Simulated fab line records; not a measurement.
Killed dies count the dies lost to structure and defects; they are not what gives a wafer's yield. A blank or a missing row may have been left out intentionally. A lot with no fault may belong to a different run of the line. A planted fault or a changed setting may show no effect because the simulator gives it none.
fab line records	flow sky130
[record] lots = 24	wafers = 72	last-day = 50
route steps=708 shown LOCAL_INTERCONNECT@399 VIA1@472 METAL2@498 VIA2@508 METAL4@600 METAL5@675
lots that met no fault: from a run of the same line without faults
start-h: the number of hours between the record's first day and the start of the first shown wafer of the lot	wait-h: time in hours since the lot's previous step	" the same as in the row above	L1.1+2: a row that stands for several wafers	- no value, or no start was given	* or withheld: withheld	< > ~ a bound
route shown NAME@n: names a module that has steps shown in the file, with the first one's number in the route	usual: average and standard deviation across the fault-free wafers	same: alike in all rows	chamber/n: place in a boat	sites: each site's reading	_std_site: the standard deviation of these	_edge_site: the outer-site mean with the inner-site mean subtracted	radius-mm: for every site, how far away it sits from the centre of the wafer	mask NAME#n: copy n	behind: the last tool/chamber to shape the wafer	hold: why the lot was held/for how many hours/how that ended	device: the n, p or np transistor that did not switch	end of line: tests of these same wafers at the route's end	a step without rows: its recipe alone	killed: the dies lost at the first sort to structure and to defects; this is not the yield of the wafer	map: per-die view of a wafer (x killed, . not killed, _ where there is no die)
set.NAME: the run value of the setting; set.NAME@STEP: its run value at that earlier step	model.NAME: the simulator's own value behind a step, which no gauge read
route steps across a sampled set of lots; one table per step, one row per wafer
services: when a tool's chamber went out of use (start-h, in hours from the record's first day, below 0 if earlier), for how many hours, and the reason
[[steps]]
[step SKY_LOCAL_INTERCONNECT_OVL_MEAS_12]
[usual] LOCAL_INTERCONNECT_OVL = 3/4.9
lot.wafer	tool	chamber	start-h	wait-h	LOCAL_INTERCONNECT_OVL[nm]
L074.2	overlay-01	-	702.22	0.1	9
L074.4	"	-	"	"	2
L074.5	"	-	"	"	1
L075.1	overlay-01	-	713.31	0.1	0
L075.2	"	-	"	"	9
L075.4	"	-	"	"	11
L076.1	overlay-02	-	717.31	0.1	-1
L076.3	"	-	"	"	-1
L076.6	"	-	"	"	2
L077.1	overlay-02	-	726.79	0.1	2
L077.5	"	-	"	"	0
L077.6	"	-	"	"	3
L078.1	overlay-01	-	734.76	0.1	3
L078.3	"	-	"	"	2
L078.6	"	-	"	"	4
L079.3	overlay-02	-	736.57	0.1	6
L079.4	"	-	"	"	7
L079.6	"	-	"	"	8
L080.1	overlay-01	-	749.91	0.1	-7
L080.3	"	-	"	"	-5
L080.4	"	-	"	"	-1
L081.2	overlay-01	-	763.00	0.1	5
L081.4	"	-	"	"	8
L081.6	"	-	"	"	3
L082.3	overlay-02	-	766.80	0.1	-3
L082.4	"	-	"	"	1
L082.6	"	-	"	"	3
L083.4	overlay-01	-	784.01	0.1	9
L083.5	"	-	"	"	6
L083.6	"	-	"	"	8
L084.1	overlay-01	-	792.36	0.1	5
L084.3	"	-	"	"	5
L084.6	"	-	"	"	7
L086.1	overlay-02	-	798.24	0.1	1
L086.2	"	-	"	"	5
L086.4	"	-	"	"	3
L085.1	overlay-02	-	799.19	0.1	4
L085.3	"	-	"	"	4
L085.6	"	-	"	"	2
L087.1	overlay-01	-	807.81	0.1	-8
L087.2	"	-	"	"	-7
L087.3	"	-	"	"	-2
L088.3	overlay-01	-	811.75	0.1	-1
L088.4	"	-	"	"	0
L088.5	"	-	"	"	-1
L089.1	overlay-02	-	828.04	0.1	7
L089.3	"	-	"	"	-3
L089.5	"	-	"	"	-3
L090.1	overlay-01	-	834.89	0.1	7
L090.3	"	-	"	"	6
L090.6	"	-	"	"	4
L091.3	overlay-01	-	843.20	0.1	7
L091.5	"	-	"	"	1
L091.6	"	-	"	"	2
L092.1	overlay-01	-	845.16	0.1	7
L092.2	"	-	"	"	1
L092.5	"	-	"	"	7
L093.2	overlay-01	-	850.37	0.1	0
L093.5	"	-	"	"	-5
L093.6	"	-	"	"	-9
L094.1	overlay-02	-	855.24	0.1	10
L094.4	"	-	"	"	5
L094.6	"	-	"	"	9
L095.2	overlay-02	-	865.32	0.1	5
L095.3	"	-	"	"	5
L095.6	"	-	"	"	1
L096.2	overlay-02	-	872.00	0.1	-2
L096.3	"	-	"	"	8
L096.6	"	-	"	"	-2
L097.1	overlay-02	-	875.86	0.1	4
L097.4	"	-	"	"	21
L097.6	"	-	"	"	14
[step SKY_VIA1_ETCH_14]
[recipe] chemistry = N2/H2	target = BARC	ion-energy-ev = 200	source-w = 500	bias-w = 100	pressure-mtorr = 30	n2-flow-sccm = 100	h2-flow-sccm = 200	stop-on = SiO2	time-s = 45.9	target-depth-a = 600
[usual] bias-w = 100.0/0.3	drypump-motor-current-A = 5.8/0.44	oes-product-au = 0.856/0.005	throttle-valve-pct = 13.225/0.009
lot.wafer	tool	chamber	start-h	wait-h	bias-w	drypump-motor-current-A	oes-product-au	rf-hours-counter-h	throttle-valve-pct
L074.2	rie-diel-03	3	788.60	0.0	99.6	6.2	0.857	15	13.229
L074.4	"	1	"	"	100.2	5.1	0.853	1	13.232
L074.5	"	1	"	"	100.0	5.1	0.861	-	13.235
L075.1	rie-diel-03	0	798.10	0.0	99.7	6.2	0.853	19	13.220
L075.2	"	1	"	"	100.7	5.1	0.865	1	13.239
L075.4	"	2	"	"	100.5	5.4	0.869	8	13.228
L076.1	rie-diel-01	2	800.70	0.0	99.7	6.2	0.857	8	13.236
L076.3	"	1	"	"	100.0	5.7	0.855	3	13.230
L076.6	"	2	"	"	99.9	6.2	0.858	-	13.223
L077.1	rie-diel-03	2	812.45	0.0	99.5	5.4	0.857	8	13.220
L077.5	"	1	"	"	99.9	5.1	0.851	-	13.215
L077.6	"	2	"	"	99.5	5.4	0.857	-	13.220
L078.1	rie-diel-01	3	819.60	0.0	100.3	5.4	0.848	7	13.227
L078.3	"	0	"	"	99.7	6.5	0.853	5	13.222
L078.6	"	3	"	"	99.9	5.4	0.852	-	13.238
L079.3	rie-diel-02	2	821.79	0.0	99.5	5.6	0.848	11	13.228
L079.4	"	0	"	"	99.8	5.6	0.852	-	13.242
L079.6	"	2	"	"	99.3	5.6	0.855	-	13.219
L080.1	rie-diel-02	1	832.89	0.0	100.1	6.2	0.850	16	13.228
L080.3	"	2	"	"	100.2	5.6	0.860	12	13.218
L080.4	"	3	"	"	100.1	6.2	0.861	14	13.233
L081.2	rie-diel-02	2	847.25	0.0	100.4	5.6	0.859	12	13.230
L081.4	"	1	"	"	100.4	6.2	0.853	16	13.229
L081.6	"	2	"	"	100.3	5.6	0.858	-	13.217
L082.3	rie-diel-02	0	851.69	0.0	100.1	5.6	0.853	13	13.233
L082.4	"	3	"	"	100.1	6.2	0.856	14	13.218
L082.6	"	0	"	"	99.9	5.6	0.860	-	13.218
L083.4	rie-diel-03	2	867.35	0.0	100.2	5.4	0.850	10	13.210
L083.5	"	0	"	"	99.7	6.1	0.850	-	13.226
L083.6	"	1	"	"	99.8	5.1	0.857	-	13.225
L084.1	rie-diel-02	2	876.02	0.0	100.1	5.6	0.847	13	13.226
L084.3	"	0	"	"	100.3	5.6	0.862	13	13.229
L084.6	"	1	"	"	100.3	6.2	0.852	-	13.232
L086.1	rie-diel-03	0	881.10	0.0	99.8	6.2	0.854	21	13.221
L086.2	"	1	"	"	100.3	5.0	0.849	4	13.213
L086.4	"	3	"	"	100.5	6.2	0.852	18	13.229
L085.1	rie-diel-02	1	882.55	0.0	99.3	6.2	0.862	17	13.215
L085.3	"	2	"	"	100.0	5.6	0.856	13	13.218
L085.6	"	3	"	"	100.1	6.2	0.864	-	13.230
L087.1	rie-diel-03	1	889.65	0.0	99.3	5.0	0.851	4	13.238
L087.2	"	3	"	"	100.0	6.2	0.854	18	13.238
L087.3	"	0	"	"	100.7	6.2	0.850	22	13.236
L088.3	rie-diel-01	0	894.09	0.0	100.1	6.5	0.859	8	13.234
L088.4	"	2	"	"	99.9	6.2	0.858	10	13.213
L088.5	"	3	"	"	99.7	5.5	0.856	-	13.229
L089.1	rie-diel-02	3	909.90	0.0	100.0	6.2	0.857	16	13.220
L089.3	"	2	"	"	99.5	5.6	0.858	14	13.218
L089.5	"	3	"	"	100.0	6.2	0.846	-	13.220
L090.1	rie-diel-01	1	915.65	0.0	100.5	5.6	0.854	5	13.228
L090.3	"	2	"	"	100.0	6.3	0.852	11	13.232
L090.6	"	0	"	"	100.1	6.5	0.852	-	13.247
L091.3	rie-diel-02	0	923.90	0.0	100.0	5.6	0.856	14	13.231
L091.5	"	1	"	"	100.0	6.2	0.864	-	13.216
L091.6	"	2	"	"	100.3	5.6	0.863	-	13.216
L092.1	rie-diel-01	3	927.10	0.0	100.2	5.4	0.852	10	13.239
L092.2	"	1	"	"	100.1	5.7	0.849	6	13.207
L092.5	"	1	"	"	99.7	5.6	0.862	-	13.236
L093.2	rie-diel-01	1	932.39	0.0	99.8	5.6	0.857	6	13.237
L093.5	"	0	"	"	100.5	6.4	0.855	-	13.227
L093.6	"	3	"	"	100.0	5.5	0.854	-	13.227
L094.1	rie-diel-03	1	935.29	0.0	99.7	5.1	0.845	5	13.222
L094.4	"	3	"	"	99.7	6.2	0.861	20	13.238
L094.6	"	1	"	"	100.1	5.1	0.846	-	13.238
L095.2	rie-diel-03	1	944.40	0.0	100.2	5.1	0.853	6	13.228
L095.3	"	2	"	"	100.9	5.4	0.852	12	13.236
L095.6	"	3	"	"	99.5	6.2	0.849	-	13.212
L096.2	rie-diel-01	1	950.11	0.0	99.6	5.7	0.853	6	13.218
L096.3	"	2	"	"	99.9	6.2	0.861	12	13.218
L096.6	"	1	"	"	99.9	5.6	0.871	-	13.229
L097.1	rie-diel-01	2	959.80	0.0	99.8	6.3	0.849	12	13.224
L097.4	"	0	"	"	100.1	6.4	0.857	9	13.229
L097.6	"	1	"	"	100.2	5.6	0.856	-	13.228
[step SKY_METAL2_CD_MEAS_15]
[recipe] target-cd-nm = 140
[usual] cd-nm = 139.7/1.6
lot.wafer	tool	chamber	start-h	wait-h	cd-nm
L074.2	cd-sem-01	-	815.86	-	136.9
L074.4	"	-	"	"	138.7
L074.5	"	-	"	"	137.6
L075.1	cd-sem-02	-	825.34	-	140.4
L075.2	"	-	"	"	138.4
L075.4	"	-	"	"	139.9
L076.1	cd-sem-01	-	828.27	-	140.7
L076.3	"	-	"	"	141.4
L076.6	"	-	"	"	140.5
L077.1	cd-sem-01	-	839.89	-	139.6
L077.5	"	-	"	"	139.6
L077.6	"	-	"	"	141.0
L078.1	cd-sem-02	-	847.14	-	138.0
L078.3	"	-	"	"	137.4
L078.6	"	-	"	"	137.2
L079.3	cd-sem-02	-	849.13	-	138.5
L079.4	"	-	"	"	138.1
L079.6	"	-	"	"	138.6
L080.1	cd-sem-01	-	860.09	-	139.4
L080.3	"	-	"	"	138.4
L080.4	"	-	"	"	139.7
L081.2	cd-sem-01	-	874.56	-	139.1
L081.4	"	-	"	"	137.2
L081.6	"	-	"	"	139.4
L082.3	cd-sem-02	-	879.08	-	139.9
L082.4	"	-	"	"	138.3
L082.6	"	-	"	"	139.5
L083.4	cd-sem-02	-	894.88	-	141.4
L083.5	"	-	"	"	142.8
L083.6	"	-	"	"	141.8
L084.1	cd-sem-02	-	903.17	-	142.3
L084.3	"	-	"	"	142.8
L084.6	"	-	"	"	143.5
L086.1	cd-sem-01	-	908.42	-	136.7
L086.2	"	-	"	"	137.6
L086.4	"	-	"	"	137.6
L085.1	cd-sem-02	-	909.14	-	138.3
L085.3	"	-	"	"	137.8
L085.6	"	-	"	"	138.1
L087.1	cd-sem-02	-	916.04	-	137.6
L087.2	"	-	"	"	140.4
L087.3	"	-	"	"	139.6
L088.3	cd-sem-02	-	920.93	-	140.8
L088.4	"	-	"	"	138.3
L088.5	"	-	"	"	139.8
L089.1	cd-sem-02	-	935.44	-	137.9
L089.3	"	-	"	"	137.2
L089.5	"	-	"	"	139.4
L090.1	cd-sem-02	-	941.74	-	138.4
L090.3	"	-	"	"	138.2
L090.6	"	-	"	"	139.0
L091.3	cd-sem-01	-	948.33	-	140.4
L091.5	"	-	"	"	140.4
L091.6	"	-	"	"	140.1
L092.1	cd-sem-02	-	952.54	-	140.8
L092.2	"	-	"	"	139.3
L092.5	"	-	"	"	139.6
L093.2	cd-sem-01	-	961.61	-	139.4
L093.5	"	-	"	"	138.0
L093.6	"	-	"	"	141.6
L094.1	cd-sem-01	-	963.24	-	139.5
L094.4	"	-	"	"	140.5
L094.6	"	-	"	"	140.3
L095.2	cd-sem-02	-	970.59	-	142.6
L095.3	"	-	"	"	142.9
L095.6	"	-	"	"	143.1
L096.2	cd-sem-02	-	975.39	-	141.6
L096.3	"	-	"	"	140.4
L096.6	"	-	"	"	141.1
L097.1	cd-sem-01	-	985.57	-	141.7
L097.4	"	-	"	"	141.4
L097.6	"	-	"	"	141.8
[step SKY_VIA2_THK_MEAS_01]
[recipe] reads = SiO2_of_VIA2_HDPCVD_00
[usual] VIA2_HDPCVD_THK = 1187/11
lot.wafer	tool	chamber	start-h	wait-h	VIA2_HDPCVD_THK[nm]
L074.2	film-metro-04	-	816.94	0.1	1190
L074.4	"	-	"	"	1200
L074.5	"	-	"	"	1189
L075.1	film-metro-04	-	826.40	0.1	1204
L075.2	"	-	"	"	1211
L075.4	"	-	"	"	1203
L076.1	film-metro-01	-	829.34	0.1	1179
L076.3	"	-	"	"	1171
L076.6	"	-	"	"	1186
L077.1	film-metro-04	-	840.95	0.1	1198
L077.5	"	-	"	"	1184
L077.6	"	-	"	"	1196
L078.1	film-metro-04	-	848.24	0.1	1209
L078.3	"	-	"	"	1193
L078.6	"	-	"	"	1203
L079.3	film-metro-02	-	850.21	0.1	1167
L079.4	"	-	"	"	1183
L079.6	"	-	"	"	1182
L080.1	film-metro-04	-	861.22	0.1	1182
L080.3	"	-	"	"	1178
L080.4	"	-	"	"	1184
L081.2	film-metro-01	-	875.61	0.1	1183
L081.4	"	-	"	"	1177
L081.6	"	-	"	"	1190
L082.3	film-metro-01	-	880.13	0.1	1190
L082.4	"	-	"	"	1174
L082.6	"	-	"	"	1180
L083.4	film-metro-01	-	895.92	0.0	1185
L083.5	"	-	"	"	1195
L083.6	"	-	"	"	1185
L084.1	film-metro-01	-	904.30	0.1	1198
L084.3	"	-	"	"	1189
L084.6	"	-	"	"	1193
L086.1	film-metro-01	-	909.48	0.1	1208
L086.2	"	-	"	"	1204
L086.4	"	-	"	"	1210
L085.1	film-metro-02	-	910.30	0.1	1185
L085.3	"	-	"	"	1178
L085.6	"	-	"	"	1177
L087.1	film-metro-02	-	917.16	0.1	1168
L087.2	"	-	"	"	1188
L087.3	"	-	"	"	1170
L088.3	film-metro-02	-	922.16	0.1	1198
L088.4	"	-	"	"	1199
L088.5	"	-	"	"	1199
L089.1	film-metro-04	-	936.51	0.1	1174
L089.3	"	-	"	"	1192
L089.5	"	-	"	"	1175
L090.1	film-metro-01	-	942.80	0.1	1194
L090.3	"	-	"	"	1189
L090.6	"	-	"	"	1185
L091.3	film-metro-02	-	949.37	0.1	1174
L091.5	"	-	"	"	1182
L091.6	"	-	"	"	1170
L092.1	film-metro-01	-	953.60	0.1	1196
L092.2	"	-	"	"	1194
L092.5	"	-	"	"	1187
L093.2	film-metro-02	-	962.66	0.1	1189
L093.5	"	-	"	"	1193
L093.6	"	-	"	"	1191
L094.1	film-metro-01	-	964.30	0.1	1190
L094.4	"	-	"	"	1198
L094.6	"	-	"	"	1195
L095.2	film-metro-02	-	971.65	0.1	1180
L095.3	"	-	"	"	1180
L095.6	"	-	"	"	1167
L096.2	film-metro-02	-	976.45	0.1	1177
L096.3	"	-	"	"	1191
L096.6	"	-	"	"	1191
L097.1	film-metro-04	-	986.63	0.1	1190
L097.4	"	-	"	"	1185
L097.6	"	-	"	"	1178
[step SKY_METAL4_SPUTTER_02]
[recipe] material = AlCu	target-thk-nm = 735	power-w = 10600	time-s = 39.1	chamber-pressure-pa = 0.4
[usual] throttle-valve-pct = 29.8/1.4
lot.wafer	tool	chamber	start-h	wait-h	throttle-valve-pct
L074.2	pvd-sputter-03	-	924.50	0.0	31.0
L074.4	"	-	"	"	27.3
L074.5	"	-	"	"	31.3
L075.1	pvd-sputter-02	-	938.12	0.0	29.2
L075.2	"	-	"	"	29.3
L075.4	"	-	"	"	28.4
L076.1	pvd-sputter-03	-	939.32	0.0	31.6
L076.3	"	-	"	"	30.9
L076.6	"	-	"	"	27.5
L077.1	pvd-sputter-02	-	946.20	0.0	28.6
L077.5	"	-	"	"	29.4
L077.6	"	-	"	"	28.4
L078.1	pvd-sputter-03	-	953.68	0.0	27.3
L078.3	"	-	"	"	30.8
L078.6	"	-	"	"	31.7
L079.3	pvd-sputter-03	-	962.45	0.0	31.0
L079.4	"	-	"	"	29.3
L079.6	"	-	"	"	31.3
L080.1	pvd-sputter-04	-	968.75	0.0	30.0
L080.3	"	-	"	"	30.3
L080.4	"	-	"	"	32.0
L081.2	pvd-sputter-03	-	980.33	0.0	30.9
L081.4	"	-	"	"	31.4
L081.6	"	-	"	"	27.5
L082.3	pvd-sputter-02	-	983.04	0.0	30.9
L082.4	"	-	"	"	29.2
L082.6	"	-	"	"	29.5
L083.4	pvd-sputter-04	-	998.21	0.0	28.6
L083.5	"	-	"	"	30.3
L083.6	"	-	"	"	32.1
L084.1	pvd-sputter-04	-	1011.06	0.0	30.1
L084.3	"	-	"	"	30.5
L084.6	"	-	"	"	29.9
L086.1	pvd-sputter-04	-	1013.11	0.0	30.4
L086.2	"	-	"	"	31.8
L086.4	"	-	"	"	30.2
L085.1	pvd-sputter-03	-	1014.66	0.0	27.1
L085.3	"	-	"	"	31.8
L085.6	"	-	"	"	30.9
L087.1	pvd-sputter-03	-	1018.26	0.0	31.2
L087.2	"	-	"	"	31.3
L087.3	"	-	"	"	27.3
L088.3	pvd-sputter-02	-	1022.61	0.0	30.6
L088.4	"	-	"	"	29.5
L088.5	"	-	"	"	29.4
L089.1	pvd-sputter-02	-	1038.83	0.0	29.4
L089.3	"	-	"	"	30.7
L089.5	"	-	"	"	28.8
L090.1	pvd-sputter-04	-	1043.71	0.0	30.6
L090.3	"	-	"	"	32.2
L090.6	"	-	"	"	30.2
L091.3	pvd-sputter-02	-	1048.03	0.0	28.4
L091.5	"	-	"	"	28.6
L091.6	"	-	"	"	30.6
L092.1	pvd-sputter-04	-	1052.87	0.0	30.7
L092.2	"	-	"	"	29.7
L092.5	"	-	"	"	29.0
L093.2	pvd-sputter-03	-	1060.71	0.0	30.9
L093.5	"	-	"	"	27.3
L093.6	"	-	"	"	31.3
L094.1	pvd-sputter-04	-	1060.92	0.0	30.4
L094.4	"	-	"	"	30.0
L094.6	"	-	"	"	28.9
L095.2	pvd-sputter-02	-	1068.28	0.0	29.2
L095.3	"	-	"	"	30.6
L095.6	"	-	"	"	28.6
L096.2	pvd-sputter-04	-	1071.23	0.0	32.1
L096.3	"	-	"	"	30.2
L096.6	"	-	"	"	29.1
L097.1	pvd-sputter-02	-	1081.55	0.0	28.3
L097.4	"	-	"	"	29.3
L097.6	"	-	"	"	28.4
[step SKY_METAL5_DESCUM_14]
[recipe] chemistry = O2	source-power-w = 150	bias-power-w = 0	pressure-mtorr = 10	temp-c = 40	time-s = 11
[usual] drypump-motor-current-A = 5.8/0.34	he-backside-leak-sccm = 3.39/0.25	oes-product-au = 0.999/0.0072
lot.wafer	tool	chamber	start-h	wait-h	drypump-motor-current-A	he-backside-leak-sccm	oes-product-au	rf-hours-counter-h
L074.2	rie-metal-01	0	1020.57	0.1	6.3	3.31	0.988	15
L074.4	"	0	"	"	6.3	3.18	1.000	-
L074.5	"	0	"	"	6.3	3.45	1.000	-
L075.1	rie-metal-01	0	1035.49	0.1	6.3	3.10	0.999	16
L075.2	"	1	"	"	5.5	3.49	0.995	14
L075.4	"	1	"	"	5.5	3.52	0.991	-
L076.1	rie-metal-04	1	1036.44	0.1	5.4	3.37	0.988	18
L076.3	"	0	"	"	5.7	3.55	1.003	-
L076.6	"	1	"	"	5.4	3.25	0.989	-
L077.1	rie-metal-01	0	1043.39	0.1	6.3	3.04	1.002	17
L077.5	"	0	"	"	6.3	3.11	0.998	-
L077.6	"	1	"	"	5.5	3.58	0.992	-
L078.1	rie-metal-03	0	1048.59	0.1	5.8	3.05	1.011	14
L078.3	"	0	"	"	5.8	3.27	1.007	-
L078.6	"	0	"	"	5.8	3.33	1.011	-
L079.3	rie-metal-01	1	1057.95	0.1	5.5	3.37	1.001	-
L079.4	"	0	"	"	6.3	3.25	1.010	-
L079.6	"	0	"	"	6.3	3.00	0.998	-
L080.1	rie-metal-04	0	1064.49	0.1	5.7	3.47	1.014	15
L080.3	"	1	"	"	5.4	3.24	1.000	-
L080.4	"	0	"	"	5.7	3.39	1.004	-
L081.2	rie-metal-03	0	1074.39	0.1	5.8	3.30	1.011	15
L081.4	"	1	"	"	6.2	5.54	0.997	-
L081.6	"	1	"	"	6.2	3.35	0.992	-
L082.3	rie-metal-04	1	1074.88	0.1	5.3	3.30	0.991	-
L082.4	"	0	"	"	5.7	3.49	1.006	-
L082.6	"	0	"	"	5.7	3.58	0.995	-
L083.4	rie-metal-01	1	1090.48	0.1	5.5	3.58	1.006	-
L083.5	"	1	"	"	5.5	3.55	0.989	-
L083.6	"	0	"	"	6.3	3.28	1.000	-
L084.1	rie-metal-03	1	1098.52	0.1	6.2	3.30	0.992	18
L084.3	"	1	"	"	6.1	3.32	0.996	-
L084.6	"	0	"	"	5.7	3.45	0.995	-
L086.1	rie-metal-03	0	1102.74	0.1	5.8	3.64	0.998	17
L086.2	"	1	"	"	6.2	3.26	0.990	19
L086.4	"	0	"	"	5.8	3.70	0.996	-
L085.1	rie-metal-01	1	1104.32	0.1	5.5	3.57	0.985	19
L085.3	"	1	"	"	5.5	3.59	0.988	-
L085.6	"	1	"	"	5.5	3.67	0.987	-
L087.1	rie-metal-03	1	1108.59	0.1	6.2	3.35	1.001	19
L087.2	"	0	"	"	5.7	3.75	1.003	18
L087.3	"	1	"	"	6.2	3.35	1.006	-
L088.3	rie-metal-03	0	1111.41	0.1	5.8	3.29	1.011	-
L088.4	"	1	"	"	6.2	3.15	0.994	-
L088.5	"	1	"	"	6.2	3.32	0.995	-
L089.1	rie-metal-03	0	1125.47	0.1	5.8	3.19	1.009	19
L089.3	"	0	"	"	5.8	3.43	1.001	-
L089.5	"	0	"	"	5.8	3.48	1.009	-
L090.1	rie-metal-04	1	1128.79	0.1	5.4	3.42	0.997	25
L090.3	"	0	"	"	5.7	3.40	0.997	-
L090.6	"	0	"	"	5.7	3.53	0.989	-
L091.3	rie-metal-01	1	1133.91	0.1	5.5	3.47	0.997	-
L091.5	"	0	"	"	6.3	3.23	1.009	-
L091.6	"	1	"	"	5.5	3.57	0.999	-
L092.1	rie-metal-04	1	1137.09	0.1	5.4	3.27	0.994	26
L092.2	"	0	"	"	5.7	3.42	0.989	22
L092.5	"	0	"	"	5.7	3.47	0.993	-
L094.1	rie-metal-04	1	1141.34	0.1	5.4	3.29	0.988	27
L094.4	"	0	"	"	5.7	3.63	1.006	-
L094.6	"	1	"	"	5.4	3.33	0.997	-
L093.2	rie-metal-01	1	1141.64	0.1	5.5	3.40	1.002	21
L093.5	"	0	"	"	6.3	3.04	1.004	-
L093.6	"	1	"	"	5.5	3.51	0.992	-
L095.2	rie-metal-03	1	1152.69	0.1	6.1	3.22	0.992	23
L095.3	"	0	"	"	5.8	3.55	1.010	-
L095.6	"	1	"	"	6.2	3.18	1.007	-
L096.2	rie-metal-03	1	1155.52	0.1	6.2	3.31	1.001	23
L096.3	"	1	"	"	6.2	3.37	0.999	-
L096.6	"	1	"	"	6.2	3.34	0.999	-
L097.1	rie-metal-03	0	1160.44	0.1	5.8	3.54	1.002	23
L097.4	"	0	"	"	5.8	3.42	1.000	-
L097.6	"	0	"	"	5.7	3.46	0.995	-
[[services]]
tool	chamber	start-h	hours	kind
rie-diel-01	-	768.84	28.1	pm
pvd-sputter-02	-	787.29	1.6	repair
rie-diel-01	-	796.94	2.8	pm
pvd-sputter-03	-	804.69	3.0	repair
rie-diel-03	0	813.37	3.4	repair
rie-diel-02	3	819.34	12.7	repair
pvd-sputter-03	-	821.93	4.1	repair
rie-diel-01	-	829.99	0.7	repair
rie-diel-03	2	830.24	2.5	repair
rie-metal-03	-	851.44	1.8	repair
rie-diel-02	1	862.07	7.3	repair
rie-diel-02	0	902.39	2.3	repair
rie-diel-03	0	905.62	5.3	repair
rie-metal-01	-	918.02	0.2	repair
rie-diel-02	3	934.95	1.3	repair
pvd-sputter-02	-	937.43	0.5	repair
rie-metal-01	-	941.23	1.4	pm
rie-diel-01	2	980.02	3.1	repair
pvd-sputter-03	-	986.14	23.3	repair
pvd-sputter-04	-	1000.32	8.0	repair
rie-diel-02	1	1001.89	4.4	repair
rie-diel-01	-	1009.36	0.3	repair
rie-diel-01	2	1031.87	7.1	repair
rie-metal-03	-	1088.90	0.5	repair
[[key]]
fault none
